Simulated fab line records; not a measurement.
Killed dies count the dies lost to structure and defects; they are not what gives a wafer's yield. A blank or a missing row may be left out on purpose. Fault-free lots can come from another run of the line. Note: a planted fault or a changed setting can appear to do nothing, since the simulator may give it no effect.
Which tool did it? || flow gf180mcu || 24 lots, 72 wafers sampled, at 5 steps of a route of 602

== WHAT THE GAUGES READ, wafer by wafer ==
GF_STI_CD_MEAS_12: target cd 220 nm. Usual: cd_nm reads 220.0 nm (standard deviation 1).
{"lot": "L074", "measured": "day 2 02:22", "on": "cd_sem-02", "cd_nm (nm)": "220.2 221.0 220.7", "flag": ""}
{"lot": "L075", "measured": "day 2 06:13", "on": "cd_sem-02", "cd_nm (nm)": "219.2 219.3 220.8", "flag": ""}
{"lot": "L076", "measured": "day 2 12:01", "on": "cd_sem-02", "cd_nm (nm)": "220.4 220.6 221.8", "flag": ""}
{"lot": "L077", "measured": "day 2 18:20", "on": "cd_sem-01", "cd_nm (nm)": "219.4 219.1 220.1", "flag": ""}
{"lot": "L078", "measured": "day 2 23:13", "on": "cd_sem-01", "cd_nm (nm)": "220.3 221.8 220.6", "flag": ""}
{"lot": "L079", "measured": "day 3 03:45", "on": "cd_sem-01", "cd_nm (nm)": "219.3 220.2 218.3", "flag": ""}
{"lot": "L080", "measured": "day 3 08:51", "on": "cd_sem-01", "cd_nm (nm)": "219.3 218.9 218.8", "flag": ""}
{"lot": "L081", "measured": "day 3 13:25", "on": "cd_sem-02", "cd_nm (nm)": "219.8 219.2 220.4", "flag": ""}
{"lot": "L082", "measured": "day 3 19:18", "on": "cd_sem-02", "cd_nm (nm)": "218.8 219.1 218.8", "flag": ""}
{"lot": "L083", "measured": "day 4 01:58", "on": "cd_sem-01", "cd_nm (nm)": "219.1 218.9 219.3", "flag": ""}
{"lot": "L084", "measured": "day 4 04:37", "on": "cd_sem-02", "cd_nm (nm)": "219.7 219.7 219.4", "flag": ""}
{"lot": "L085", "measured": "day 4 13:03", "on": "cd_sem-02", "cd_nm (nm)": "218.7 219.3 218.1", "flag": ""}
{"lot": "L086", "measured": "day 4 15:41", "on": "cd_sem-01", "cd_nm (nm)": "219.6 219.4 221.0", "flag": ""}
{"lot": "L087", "measured": "day 4 21:00", "on": "cd_sem-01", "cd_nm (nm)": "219.6 220.0 220.7", "flag": ""}
{"lot": "L088", "measured": "day 5 02:58", "on": "cd_sem-01", "cd_nm (nm)": "220.8 220.2 221.3", "flag": ""}
{"lot": "L089", "measured": "day 5 06:52", "on": "cd_sem-02", "cd_nm (nm)": "218.5 219.2 219.7", "flag": ""}
{"lot": "L090", "measured": "day 5 12:18", "on": "cd_sem-02", "cd_nm (nm)": "221.6 221.0 222.1", "flag": ""}
{"lot": "L091", "measured": "day 5 17:25", "on": "cd_sem-01", "cd_nm (nm)": "219.1 219.0 218.8", "flag": ""}
{"lot": "L092", "measured": "day 5 23:58", "on": "cd_sem-02", "cd_nm (nm)": "220.4 221.8 220.6", "flag": ""}
{"lot": "L093", "measured": "day 6 04:35", "on": "cd_sem-02", "cd_nm (nm)": "220.4 220.8 219.6", "flag": ""}
{"lot": "L094", "measured": "day 6 09:16", "on": "cd_sem-01", "cd_nm (nm)": "221.7 220.2 219.9", "flag": ""}
{"lot": "L095", "measured": "day 6 14:09", "on": "cd_sem-01", "cd_nm (nm)": "219.8 219.7 219.6", "flag": ""}
{"lot": "L096", "measured": "day 6 19:22", "on": "cd_sem-01", "cd_nm (nm)": "221.4 221.5 222.6", "flag": ""}
{"lot": "L097", "measured": "day 7 00:09", "on": "cd_sem-02", "cd_nm (nm)": "220.0 220.3 219.9", "flag": ""}

GF_DNWELL_TW_MEAS_09. Usual: for DNWELL_TW the level is 1341 and the standard deviation is 11.
{"lot": "L074", "measured": "day 2 19:59", "on": "film_metro-04", "DNWELL_TW": "1351 1341 1345", "flag": ""}
{"lot": "L075", "measured": "day 3 00:15", "on": "film_metro-02", "DNWELL_TW": "1330 1333 1336", "flag": ""}
{"lot": "L076", "measured": "day 3 06:49", "on": "film_metro-02", "DNWELL_TW": "1342 1340 1339", "flag": ""}
{"lot": "L077", "measured": "day 3 12:07", "on": "film_metro-04", "DNWELL_TW": "1349 1357 1362", "flag": ""}
{"lot": "L078", "measured": "day 3 18:12", "on": "film_metro-01", "DNWELL_TW": "1340 1330 1338", "flag": ""}
{"lot": "L079", "measured": "day 3 21:56", "on": "film_metro-01", "DNWELL_TW": "1330 1329 1328", "flag": ""}
{"lot": "L080", "measured": "day 4 03:42", "on": "film_metro-04", "DNWELL_TW": "1358 1364 1362", "flag": ""}
{"lot": "L081", "measured": "day 4 09:43", "on": "film_metro-01", "DNWELL_TW": "1327 1327 1328", "flag": ""}
{"lot": "L082", "measured": "day 4 15:06", "on": "film_metro-01", "DNWELL_TW": "1331 1331 1329", "flag": ""}
{"lot": "L083", "measured": "day 4 20:30", "on": "film_metro-02", "DNWELL_TW": "1329 1345 1344", "flag": ""}
{"lot": "L084", "measured": "day 4 23:58", "on": "film_metro-04", "DNWELL_TW": "1359 1365 1358", "flag": ""}
{"lot": "L085", "measured": "day 5 08:24", "on": "film_metro-01", "DNWELL_TW": "1329 1337 1332", "flag": ""}
{"lot": "L086", "measured": "day 5 11:04", "on": "film_metro-01", "DNWELL_TW": "1346 1347 1352", "flag": ""}
{"lot": "L087", "measured": "day 5 17:09", "on": "film_metro-01", "DNWELL_TW": "1337 1336 1326", "flag": ""}
{"lot": "L088", "measured": "day 6 01:47", "on": "film_metro-02", "DNWELL_TW": "1337 1341 1334", "flag": ""}
{"lot": "L089", "measured": "day 6 04:02", "on": "film_metro-01", "DNWELL_TW": "1330 1331 1325", "flag": ""}
{"lot": "L090", "measured": "day 6 08:37", "on": "film_metro-02", "DNWELL_TW": "1338 1333 1343", "flag": ""}
{"lot": "L091", "measured": "day 6 13:24", "on": "film_metro-02", "DNWELL_TW": "1338 1337 1343", "flag": ""}
{"lot": "L092", "measured": "day 6 21:15", "on": "film_metro-01", "DNWELL_TW": "1339 1338 1339", "flag": ""}
{"lot": "L093", "measured": "day 7 01:52", "on": "film_metro-01", "DNWELL_TW": "1333 1338 1337", "flag": ""}
{"lot": "L094", "measured": "day 7 05:06", "on": "film_metro-02", "DNWELL_TW": "1346 1346 1346", "flag": ""}
{"lot": "L095", "measured": "day 7 11:11", "on": "film_metro-01", "DNWELL_TW": "1325 1326 1321", "flag": ""}
{"lot": "L096", "measured": "day 7 15:44", "on": "film_metro-02", "DNWELL_TW": "1344 1336 1347", "flag": ""}
{"lot": "L097", "measured": "day 7 21:23", "on": "film_metro-04", "DNWELL_TW": "1360 1366 1362", "flag": ""}

GF_MVPSD_TW_MEAS_11. Usual: for MVPSD_TW the level is 553 and the standard deviation is 5.5.
{"lot": "L074", "measured": "day 5 05:56", "on": "film_metro-04", "MVPSD_TW": "558 558 558", "flag": ""}
{"lot": "L075", "measured": "day 5 09:35", "on": "film_metro-04", "MVPSD_TW": "554 552 553", "flag": ""}
{"lot": "L076", "measured": "day 5 16:59", "on": "film_metro-04", "MVPSD_TW": "560 559 557", "flag": ""}
{"lot": "L077", "measured": "day 5 22:56", "on": "film_metro-04", "MVPSD_TW": "559 556 557", "flag": ""}
{"lot": "L078", "measured": "day 6 05:49", "on": "film_metro-02", "MVPSD_TW": "546 547 548", "flag": ""}
{"lot": "L079", "measured": "day 6 10:26", "on": "film_metro-04", "MVPSD_TW": "557 556 557", "flag": ""}
{"lot": "L080", "measured": "day 6 17:20", "on": "film_metro-04", "MVPSD_TW": "558 555 555", "flag": ""}
{"lot": "L081", "measured": "day 6 23:02", "on": "film_metro-02", "MVPSD_TW": "549 548 549", "flag": ""}
{"lot": "L082", "measured": "day 7 06:53", "on": "film_metro-04", "MVPSD_TW": "559 561 559", "flag": ""}
{"lot": "L083", "measured": "day 7 12:46", "on": "film_metro-02", "MVPSD_TW": "550 553 549", "flag": ""}
{"lot": "L084", "measured": "day 7 15:07", "on": "film_metro-04", "MVPSD_TW": "556 560 556", "flag": ""}
{"lot": "L085", "measured": "day 8 02:17", "on": "film_metro-04", "MVPSD_TW": "560 557 558", "flag": ""}
{"lot": "L086", "measured": "day 8 04:54", "on": "film_metro-04", "MVPSD_TW": "559 559 558", "flag": ""}
{"lot": "L087", "measured": "day 8 11:53", "on": "film_metro-03", "MVPSD_TW": "548 545 543", "flag": ""}
{"lot": "L088", "measured": "day 8 21:08", "on": "film_metro-03", "MVPSD_TW": "544 544 544", "flag": ""}
{"lot": "L089", "measured": "day 8 23:39", "on": "film_metro-02", "MVPSD_TW": "551 551 553", "flag": ""}
{"lot": "L090", "measured": "day 9 04:38", "on": "film_metro-03", "MVPSD_TW": "544 543 544", "flag": ""}
{"lot": "L091", "measured": "day 9 09:40", "on": "film_metro-04", "MVPSD_TW": "558 556 556", "flag": ""}
{"lot": "L092", "measured": "day 9 19:25", "on": "film_metro-02", "MVPSD_TW": "550 551 548", "flag": ""}
{"lot": "L093", "measured": "day 9 23:36", "on": "film_metro-03", "MVPSD_TW": "544 543 544", "flag": ""}
{"lot": "L094", "measured": "day 10 04:05", "on": "film_metro-02", "MVPSD_TW": "549 549 552", "flag": ""}
{"lot": "L095", "measured": "day 10 10:38", "on": "film_metro-04", "MVPSD_TW": "560 560 561", "flag": ""}
{"lot": "L096", "measured": "day 10 15:41", "on": "film_metro-03", "MVPSD_TW": "547 549 549", "flag": ""}
{"lot": "L097", "measured": "day 10 22:23", "on": "film_metro-02", "MVPSD_TW": "549 550 550", "flag": ""}

== EACH LOT AND THE TOOL THAT RAN IT (in order: tool; ch and the chambers of the sampled wafers; start) ==
{"lot": "L074", "GF_STI_ETCH_13": "rie_diel-04 ch 0,1,2, day 2 02:29", "GF_STI_ETCH_14": "rie_si-02 ch 1,2,3, day 2 02:34"}
{"lot": "L075", "GF_STI_ETCH_13": "rie_diel-03 ch 0,3, day 2 06:20", "GF_STI_ETCH_14": "rie_si-01 ch 0,3, day 2 06:25"}
{"lot": "L076", "GF_STI_ETCH_13": "rie_diel-04 ch 0,2, day 2 12:08", "GF_STI_ETCH_14": "rie_si-01 ch 1,2,3, day 2 12:13"}
{"lot": "L077", "GF_STI_ETCH_13": "rie_diel-01 ch 0,1,3, day 2 18:26", "GF_STI_ETCH_14": "rie_si-01 ch 0,1,2, day 2 18:30"}
{"lot": "L078", "GF_STI_ETCH_13": "rie_diel-04 ch 0,1,3, day 2 23:20", "GF_STI_ETCH_14": "rie_si-02 ch 0,1,3, day 2 23:25"}
{"lot": "L079", "GF_STI_ETCH_13": "rie_diel-01 ch 0,1,2, day 3 03:52", "GF_STI_ETCH_14": "rie_si-02 ch 1,2,3, day 3 03:57"}
{"lot": "L080", "GF_STI_ETCH_13": "rie_diel-01 ch 0,1,2, day 3 08:58", "GF_STI_ETCH_14": "rie_si-02 ch 0,1,3, day 3 09:03"}
{"lot": "L081", "GF_STI_ETCH_13": "rie_diel-03 ch 1,3, day 3 13:31", "GF_STI_ETCH_14": "rie_si-01 ch 0,3, day 3 13:36"}
{"lot": "L082", "GF_STI_ETCH_13": "rie_diel-04 ch 1,2,3, day 3 19:25", "GF_STI_ETCH_14": "rie_si-01 ch 1,2,3, day 3 19:30"}
{"lot": "L083", "GF_STI_ETCH_13": "rie_diel-03 ch 0,1, day 4 02:05", "GF_STI_ETCH_14": "rie_si-01 ch 1,2,3, day 4 02:10"}
{"lot": "L084", "GF_STI_ETCH_13": "rie_diel-01 ch 1,2,3, day 4 04:40", "GF_STI_ETCH_14": "rie_si-02 ch 0,1,3, day 4 04:45"}
{"lot": "L085", "GF_STI_ETCH_13": "rie_diel-03 ch 0,1,3, day 4 13:10", "GF_STI_ETCH_14": "rie_si-01 ch 1,2, day 4 13:15"}
{"lot": "L086", "GF_STI_ETCH_13": "rie_diel-04 ch 0,1, day 4 15:46", "GF_STI_ETCH_14": "rie_si-02 ch 0,1, day 4 15:51"}
{"lot": "L087", "GF_STI_ETCH_13": "rie_diel-04 ch 1,3, day 4 21:07", "GF_STI_ETCH_14": "rie_si-01 ch 1,2,3, day 4 21:12"}
{"lot": "L088", "GF_STI_ETCH_13": "rie_diel-03 ch 0,1,3, day 5 03:04", "GF_STI_ETCH_14": "rie_si-02 ch 2,3, day 5 03:09"}
{"lot": "L089", "GF_STI_ETCH_13": "rie_diel-03 ch 0,1, day 5 06:58", "GF_STI_ETCH_14": "rie_si-01 ch 0,1,2, day 5 07:03"}
{"lot": "L090", "GF_STI_ETCH_13": "rie_diel-03 ch 0,1, day 5 12:23", "GF_STI_ETCH_14": "rie_si-01 ch 1,2,3, day 5 12:28"}
{"lot": "L091", "GF_STI_ETCH_13": "rie_diel-04 ch 0,1,3, day 5 17:32", "GF_STI_ETCH_14": "rie_si-01 ch 0,1,3, day 5 17:37"}
{"lot": "L092", "GF_STI_ETCH_13": "rie_diel-04 ch 0,2, day 6 00:05", "GF_STI_ETCH_14": "rie_si-01 ch 0,2,3, day 6 00:10"}
{"lot": "L093", "GF_STI_ETCH_13": "rie_diel-03 ch 1,2, day 6 04:41", "GF_STI_ETCH_14": "rie_si-02 ch 0,3, day 6 04:46"}
{"lot": "L094", "GF_STI_ETCH_13": "rie_diel-01 ch 1,2,3, day 6 09:23", "GF_STI_ETCH_14": "rie_si-02 ch 0,1,3, day 6 09:28"}
{"lot": "L095", "GF_STI_ETCH_13": "rie_diel-04 ch 0,2,3, day 6 14:16", "GF_STI_ETCH_14": "rie_si-02 ch 1,2,3, day 6 14:21"}
{"lot": "L096", "GF_STI_ETCH_13": "rie_diel-04 ch 0,2,3, day 6 19:29", "GF_STI_ETCH_14": "rie_si-02 ch 2,3, day 6 19:34"}
{"lot": "L097", "GF_STI_ETCH_13": "rie_diel-03 ch 0,1, day 7 00:16", "GF_STI_ETCH_14": "rie_si-01 ch 1,2,3, day 7 00:21"}
- GF_STI_ETCH_13: etches the open film in CHF3/O2, stops on Si, target depth 282.31 nm, time 112.9 s.
- GF_STI_ETCH_14: etches Si in HBr/Cl2/O2, target depth 360 nm, time 102.9 s.

== WHAT THE TOOLS THEMSELVES READ (means of the sampled wafers that have a number; where no wafer has one, the mark that the record gives instead) ==
GF_STI_ETCH_13. Usual: chf3_flow_sccm 50.03 sccm, standard deviation 0.16; drypump_motor_current_A 5.7 A, standard deviation 0.36; oes_product_au 0.834 a.u., standard deviation 0.0057; throttle_valve_pct 8.811 %, standard deviation 0.009.
{"lot": "L074", "tool": "rie_diel-04", "chf3_flow_sccm (sccm)": 50.01, "drypump_motor_current_A (A)": 5.6, "oes_product_au (a.u.)": 0.833, "throttle_valve_pct (%)": 8.809, "flag": ""}
{"lot": "L075", "tool": "rie_diel-03", "chf3_flow_sccm (sccm)": 50.08, "drypump_motor_current_A (A)": 5.9, "oes_product_au (a.u.)": 0.831, "throttle_valve_pct (%)": 8.809, "flag": ""}
{"lot": "L076", "tool": "rie_diel-04", "chf3_flow_sccm (sccm)": 50.05, "drypump_motor_current_A (A)": 5.5, "oes_product_au (a.u.)": 0.835, "throttle_valve_pct (%)": 8.822, "flag": ""}
{"lot": "L077", "tool": "rie_diel-01", "chf3_flow_sccm (sccm)": 50.05, "drypump_motor_current_A (A)": 5.8, "oes_product_au (a.u.)": 0.828, "throttle_valve_pct (%)": 8.815, "flag": ""}
{"lot": "L078", "tool": "rie_diel-04", "chf3_flow_sccm (sccm)": 50.33, "drypump_motor_current_A (A)": 5.5, "oes_product_au (a.u.)": 0.837, "throttle_valve_pct (%)": 8.813, "flag": ""}
{"lot": "L079", "tool": "rie_diel-01", "chf3_flow_sccm (sccm)": 50.07, "drypump_motor_current_A (A)": 5.9, "oes_product_au (a.u.)": 0.835, "throttle_valve_pct (%)": 8.810, "flag": ""}
{"lot": "L080", "tool": "rie_diel-01", "chf3_flow_sccm (sccm)": 49.99, "drypump_motor_current_A (A)": 5.8, "oes_product_au (a.u.)": 0.831, "throttle_valve_pct (%)": 8.802, "flag": ""}
{"lot": "L081", "tool": "rie_diel-03", "chf3_flow_sccm (sccm)": 50.12, "drypump_motor_current_A (A)": 5.6, "oes_product_au (a.u.)": 0.839, "throttle_valve_pct (%)": 8.811, "flag": ""}
{"lot": "L082", "tool": "rie_diel-04", "chf3_flow_sccm (sccm)": 50.07, "drypump_motor_current_A (A)": 5.5, "oes_product_au (a.u.)": 0.837, "throttle_valve_pct (%)": 8.816, "flag": ""}
{"lot": "L083", "tool": "rie_diel-03", "chf3_flow_sccm (sccm)": 50.11, "drypump_motor_current_A (A)": 5.9, "oes_product_au (a.u.)": 0.836, "throttle_valve_pct (%)": 8.812, "flag": ""}
{"lot": "L084", "tool": "rie_diel-01", "chf3_flow_sccm (sccm)": 49.95, "drypump_motor_current_A (A)": 5.9, "oes_product_au (a.u.)": 0.839, "throttle_valve_pct (%)": 8.807, "flag": ""}
{"lot": "L085", "tool": "rie_diel-03", "chf3_flow_sccm (sccm)": 49.89, "drypump_motor_current_A (A)": 5.9, "oes_product_au (a.u.)": 0.835, "throttle_valve_pct (%)": 8.808, "flag": ""}
{"lot": "L086", "tool": "rie_diel-04", "chf3_flow_sccm (sccm)": 49.99, "drypump_motor_current_A (A)": 5.6, "oes_product_au (a.u.)": 0.837, "throttle_valve_pct (%)": 8.808, "flag": ""}
{"lot": "L087", "tool": "rie_diel-04", "chf3_flow_sccm (sccm)": 50.13, "drypump_motor_current_A (A)": 5.7, "oes_product_au (a.u.)": 0.839, "throttle_valve_pct (%)": 8.805, "flag": ""}
{"lot": "L088", "tool": "rie_diel-03", "chf3_flow_sccm (sccm)": 50.12, "drypump_motor_current_A (A)": 5.9, "oes_product_au (a.u.)": 0.839, "throttle_valve_pct (%)": 8.810, "flag": ""}
{"lot": "L089", "tool": "rie_diel-03", "chf3_flow_sccm (sccm)": 49.96, "drypump_motor_current_A (A)": 6.0, "oes_product_au (a.u.)": 0.832, "throttle_valve_pct (%)": 8.817, "flag": ""}
{"lot": "L090", "tool": "rie_diel-03", "chf3_flow_sccm (sccm)": 49.96, "drypump_motor_current_A (A)": 6.2, "oes_product_au (a.u.)": 0.839, "throttle_valve_pct (%)": 8.813, "flag": ""}
{"lot": "L091", "tool": "rie_diel-04", "chf3_flow_sccm (sccm)": 49.91, "drypump_motor_current_A (A)": 5.5, "oes_product_au (a.u.)": 0.832, "throttle_valve_pct (%)": 8.807, "flag": ""}
{"lot": "L092", "tool": "rie_diel-04", "chf3_flow_sccm (sccm)": 50.02, "drypump_motor_current_A (A)": 5.4, "oes_product_au (a.u.)": 0.826, "throttle_valve_pct (%)": 8.816, "flag": ""}
{"lot": "L093", "tool": "rie_diel-03", "chf3_flow_sccm (sccm)": 49.97, "drypump_motor_current_A (A)": 5.9, "oes_product_au (a.u.)": 0.835, "throttle_valve_pct (%)": 8.811, "flag": ""}
{"lot": "L094", "tool": "rie_diel-01", "chf3_flow_sccm (sccm)": 50.04, "drypump_motor_current_A (A)": 5.8, "oes_product_au (a.u.)": 0.832, "throttle_valve_pct (%)": 8.808, "flag": ""}
{"lot": "L095", "tool": "rie_diel-04", "chf3_flow_sccm (sccm)": 50.11, "drypump_motor_current_A (A)": 5.4, "oes_product_au (a.u.)": 0.834, "throttle_valve_pct (%)": 8.811, "flag": ""}
{"lot": "L096", "tool": "rie_diel-04", "chf3_flow_sccm (sccm)": 49.98, "drypump_motor_current_A (A)": 5.4, "oes_product_au (a.u.)": 0.828, "throttle_valve_pct (%)": 8.805, "flag": ""}
{"lot": "L097", "tool": "rie_diel-03", "chf3_flow_sccm (sccm)": 49.82, "drypump_motor_current_A (A)": 6.2, "oes_product_au (a.u.)": 0.831, "throttle_valve_pct (%)": 8.802, "flag": ""}

GF_STI_ETCH_14. Usual: HBr_flow_sccm 149.9 sccm, standard deviation 0.48; drypump_motor_current_A 5.9 A, standard deviation 0.39; oes_product_au 0.998 a.u., standard deviation 0.0095; throttle_valve_pct 25.659 %, standard deviation 0.01.
{"lot": "L074", "tool": "rie_si-02", "HBr_flow_sccm (sccm)": 149.6, "drypump_motor_current_A (A)": 5.7, "oes_product_au (a.u.)": 0.995, "throttle_valve_pct (%)": 25.658, "flag": ""}
{"lot": "L075", "tool": "rie_si-01", "HBr_flow_sccm (sccm)": 149.8, "drypump_motor_current_A (A)": 5.8, "oes_product_au (a.u.)": 0.995, "throttle_valve_pct (%)": 25.661, "flag": ""}
{"lot": "L076", "tool": "rie_si-01", "HBr_flow_sccm (sccm)": 150.4, "drypump_motor_current_A (A)": 6.1, "oes_product_au (a.u.)": 0.989, "throttle_valve_pct (%)": 25.664, "flag": ""}
{"lot": "L077", "tool": "rie_si-01", "HBr_flow_sccm (sccm)": 150.2, "drypump_motor_current_A (A)": 6.1, "oes_product_au (a.u.)": 0.994, "throttle_valve_pct (%)": 25.654, "flag": ""}
{"lot": "L078", "tool": "rie_si-02", "HBr_flow_sccm (sccm)": 150.6, "drypump_motor_current_A (A)": 5.8, "oes_product_au (a.u.)": 1.006, "throttle_valve_pct (%)": 25.650, "flag": ""}
{"lot": "L079", "tool": "rie_si-02", "HBr_flow_sccm (sccm)": 150.0, "drypump_motor_current_A (A)": 5.7, "oes_product_au (a.u.)": 0.994, "throttle_valve_pct (%)": 25.660, "flag": ""}
{"lot": "L080", "tool": "rie_si-02", "HBr_flow_sccm (sccm)": 150.1, "drypump_motor_current_A (A)": 5.8, "oes_product_au (a.u.)": 1.008, "throttle_valve_pct (%)": 25.659, "flag": ""}
{"lot": "L081", "tool": "rie_si-01", "HBr_flow_sccm (sccm)": 149.8, "drypump_motor_current_A (A)": 5.8, "oes_product_au (a.u.)": 0.995, "throttle_valve_pct (%)": 25.667, "flag": ""}
{"lot": "L082", "tool": "rie_si-01", "HBr_flow_sccm (sccm)": 149.9, "drypump_motor_current_A (A)": 6.1, "oes_product_au (a.u.)": 0.995, "throttle_valve_pct (%)": 25.663, "flag": ""}
{"lot": "L083", "tool": "rie_si-01", "HBr_flow_sccm (sccm)": 150.0, "drypump_motor_current_A (A)": 6.1, "oes_product_au (a.u.)": 0.994, "throttle_valve_pct (%)": 25.665, "flag": ""}
{"lot": "L084", "tool": "rie_si-02", "HBr_flow_sccm (sccm)": 150.2, "drypump_motor_current_A (A)": 5.8, "oes_product_au (a.u.)": 1.009, "throttle_valve_pct (%)": 25.645, "flag": ""}
{"lot": "L085", "tool": "rie_si-01", "HBr_flow_sccm (sccm)": 149.7, "drypump_motor_current_A (A)": 6.3, "oes_product_au (a.u.)": 1.007, "throttle_valve_pct (%)": 25.646, "flag": ""}
{"lot": "L086", "tool": "rie_si-02", "HBr_flow_sccm (sccm)": 149.8, "drypump_motor_current_A (A)": 6.1, "oes_product_au (a.u.)": 1.004, "throttle_valve_pct (%)": 25.654, "flag": ""}
{"lot": "L087", "tool": "rie_si-01", "HBr_flow_sccm (sccm)": 150.3, "drypump_motor_current_A (A)": 6.1, "oes_product_au (a.u.)": 1.000, "throttle_valve_pct (%)": 25.658, "flag": ""}
{"lot": "L088", "tool": "rie_si-02", "HBr_flow_sccm (sccm)": 149.9, "drypump_motor_current_A (A)": 5.9, "oes_product_au (a.u.)": 0.989, "throttle_valve_pct (%)": 25.660, "flag": ""}
{"lot": "L089", "tool": "rie_si-01", "HBr_flow_sccm (sccm)": 150.0, "drypump_motor_current_A (A)": 6.1, "oes_product_au (a.u.)": 1.007, "throttle_valve_pct (%)": 25.645, "flag": ""}
{"lot": "L090", "tool": "rie_si-01", "HBr_flow_sccm (sccm)": 149.9, "drypump_motor_current_A (A)": 6.1, "oes_product_au (a.u.)": 0.991, "throttle_valve_pct (%)": 25.663, "flag": ""}
{"lot": "L091", "tool": "rie_si-01", "HBr_flow_sccm (sccm)": 149.5, "drypump_motor_current_A (A)": 6.0, "oes_product_au (a.u.)": 0.998, "throttle_valve_pct (%)": 25.657, "flag": ""}
{"lot": "L092", "tool": "rie_si-01", "HBr_flow_sccm (sccm)": 150.5, "drypump_motor_current_A (A)": 5.8, "oes_product_au (a.u.)": 0.999, "throttle_valve_pct (%)": 25.655, "flag": ""}
{"lot": "L093", "tool": "rie_si-02", "HBr_flow_sccm (sccm)": 149.6, "drypump_motor_current_A (A)": 5.7, "oes_product_au (a.u.)": 0.986, "throttle_valve_pct (%)": 25.658, "flag": ""}
{"lot": "L094", "tool": "rie_si-02", "HBr_flow_sccm (sccm)": 149.9, "drypump_motor_current_A (A)": 5.7, "oes_product_au (a.u.)": 0.994, "throttle_valve_pct (%)": 25.656, "flag": ""}
{"lot": "L095", "tool": "rie_si-02", "HBr_flow_sccm (sccm)": 149.9, "drypump_motor_current_A (A)": 5.6, "oes_product_au (a.u.)": 0.997, "throttle_valve_pct (%)": 25.664, "flag": ""}
{"lot": "L096", "tool": "rie_si-02", "HBr_flow_sccm (sccm)": 149.7, "drypump_motor_current_A (A)": 5.6, "oes_product_au (a.u.)": 0.993, "throttle_valve_pct (%)": 25.665, "flag": ""}
{"lot": "L097", "tool": "rie_si-01", "HBr_flow_sccm (sccm)": 149.8, "drypump_motor_current_A (A)": 6.0, "oes_product_au (a.u.)": 0.991, "throttle_valve_pct (%)": 25.656, "flag": ""}

== THE ANSWER, worked out from the rows above alone ==
Rule: a lot counts as off when the mean over its wafers that have a number is more than 3 standard deviations away from the usual mean. Also off: a lot with no number at a reading for which 4 or more lots have one. Where the step has rows for the other lots, those lots are counted as sound. The gauges are gone through in route order, then the tools' own readings, and for those a lot's mean is taken as printed above. At the first step where some lot is off, the reading lying furthest off is the one used; lots without a number count as furthest.
No lot is off on any of the readings shown, so nothing can be concluded from this.

== WHAT THE SIMULATOR PUT IN ==
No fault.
